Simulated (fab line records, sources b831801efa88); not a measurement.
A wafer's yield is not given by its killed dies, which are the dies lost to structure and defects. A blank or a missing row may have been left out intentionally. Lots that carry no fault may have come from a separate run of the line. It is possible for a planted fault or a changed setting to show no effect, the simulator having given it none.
Comparing a struck lot with a sound one    flow gf180mcu    20 steps out of a route of 602
Sound: wafers L278.2, L278.4, L278.6. Struck: wafers L292.1, L292.2, L292.4. The cause is named last.
Per side, at each step with rows, come the tool, then ch with its chambers, and then its first start. Under that, the readings that differ: sound wafers    struck wafers    difference of the means    sigmas: that difference in standard deviations of wafers without a fault.
alike: readings with means less than 2 such deviations apart, plus words and numbers identical on both sides. not compared: withheld readings, readings lacking a value on some wafer, bounds such as >300 that could conceal the same value, and numbers that have no deviation in the record and whose values overlap.
The two part at a step that has a row with sigmas, a row that says differs or no value, or rows on one side only. Non-overlapping numbers with no deviation appear without sigmas and do not part them. Lack of a reading on every wafer of one side parts them only where that side has two or more wafers.

GF_CONTACT_CMP_27: polishes, stops on SiO2, t overpolish 15 s, target thk 0 nm.
  sound on cmp-02 ch 1,2, day 16 23:07; struck on cmp-01 ch 1,2,3, day 22 02:57
  alike: motor-current-A, overpolish-run-s, time-to-endpoint-s
then, 1 step without rows for these wafers: GF_M1_SPUTTER_00 (material Ti, target thk 37.5 nm, time 150 s).
GF_M1_SPUTTER_01: material TiN, target thk 30 nm, time 25 s.
  sound on pvd-sputter-03 at day 16 23:28; struck on pvd-sputter-03 at day 22 03:21
  alike: throttle-valve-pct
then, 1 step without rows for these wafers: GF_M1_SPUTTER_02 (material AlCu, target thk 450 nm, time 23.9 s).
GF_M1_SPUTTER_03: material Ti, target thk 10 nm, time 6.7 s.
  sound on pvd-sputter-03 at day 16 23:31; struck on pvd-sputter-03 at day 22 03:25
  alike: throttle-valve-pct
GF_M1_SPUTTER_04: material TiN, target thk 50 nm, time 41.7 s.
  sound on pvd-sputter-03 at day 16 23:32; struck on pvd-sputter-03 at day 22 03:26
  alike: throttle-valve-pct
GF_M1_RS_MEAS_05: the measuring method here is four-point-probe.
  sound on film-metro-04 at day 16 23:36; struck on film-metro-02 at day 22 03:28
  alike: M1_ALCU_RS
GF_M1_THK_MEAS_06: measures by xrf.
  sound on film-metro-04 at day 16 23:43; struck on film-metro-02 at day 22 03:35
  alike: M1_ALCU_THK
then, 4 steps without rows for these wafers: GF_M1_DEHYDRATE_07 (time 60 s); GF_M1_HMDS_08 (prime time 60 s); GF_M1_COAT_09 (resist thk 1000 nm); GF_M1_SOFTBAKE_10 (time 60 s).
GF_M1_EXPOSE_11: exposes mask Metal1, target cd 230 nm.
  sound on krf-scanner-02 ch 0, day 17 10:25; struck on krf-scanner-01 ch 0, day 22 15:13
reading               sound                 struck                difference  sigmas
exposure-dose-mJ-cm2  27.990 27.987 28.020  21.846 21.829 21.856  -6.155      -99 or more
  alike: mask, focus-offset-nm
then, 2 steps without rows for these wafers: GF_M1_PEB_12 (peb time 90 s); GF_M1_DEVELOP_13 (develop time 60 s).
GF_M1_CD_MEAS_14: target cd 230 nm.
  sound on cd-sem-02 at day 17 21:34; struck on cd-sem-02 at day 23 02:51
reading     sound              struck             difference  sigmas
cd-nm (nm)  232.1 232.5 233.7  266.6 267.0 267.7  +34.3       +26
GF_M1_OVL_MEAS_15:
  sound on overlay-01 at day 17 21:40; struck on overlay-02 at day 23 02:58
reading      sound     struck    difference  sigmas
M1_OVL (nm)  -3 -1 -3  16 10 16  +16         +3
GF_M1_METAL_ETCH_16: etches the open film in Cl2/BCl3, stops on SiO2, target depth 627.5 nm, time 104.6 s.
  sound on rie-metal-01 ch 1, day 17 21:42; struck on rie-metal-04 ch 0,1, day 23 03:01
reading              sound              struck             difference  sigmas
model.M1.cd-nm (nm)  229.5 231.3 233.2  268.7 273.5 269.9  +39.4       
  alike: drypump-motor-current-A, oes-product-au, throttle-valve-pct
  not compared: rf-hours-counter-h
GF_M1_STRIP_17: strips in O2/N2.
  sound on plasma-asher-03 ch 0,1, day 17 21:49; struck on plasma-asher-03 ch 0,1, day 23 03:07
  alike: drypump-motor-current-A, heater-power-w, oes-product-au, strip-time-to-endpoint-s
  not compared: rf-hours-counter-h
GF_PASSIVATION_PROBE_99:
  the record holds rows for the sound wafers here (prober-01, day 29 21:22) but none for the struck ones

== WHERE THEY PART ==
Earliest at GF_M1_EXPOSE_11; latest, in this record, at GF_PASSIVATION_PROBE_99.

WHY: what had been put in by the simulator
Drift in process parameters on krf-scanner-01 at GF_M1_EXPOSE_11, starting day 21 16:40. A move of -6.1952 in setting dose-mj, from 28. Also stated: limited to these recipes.
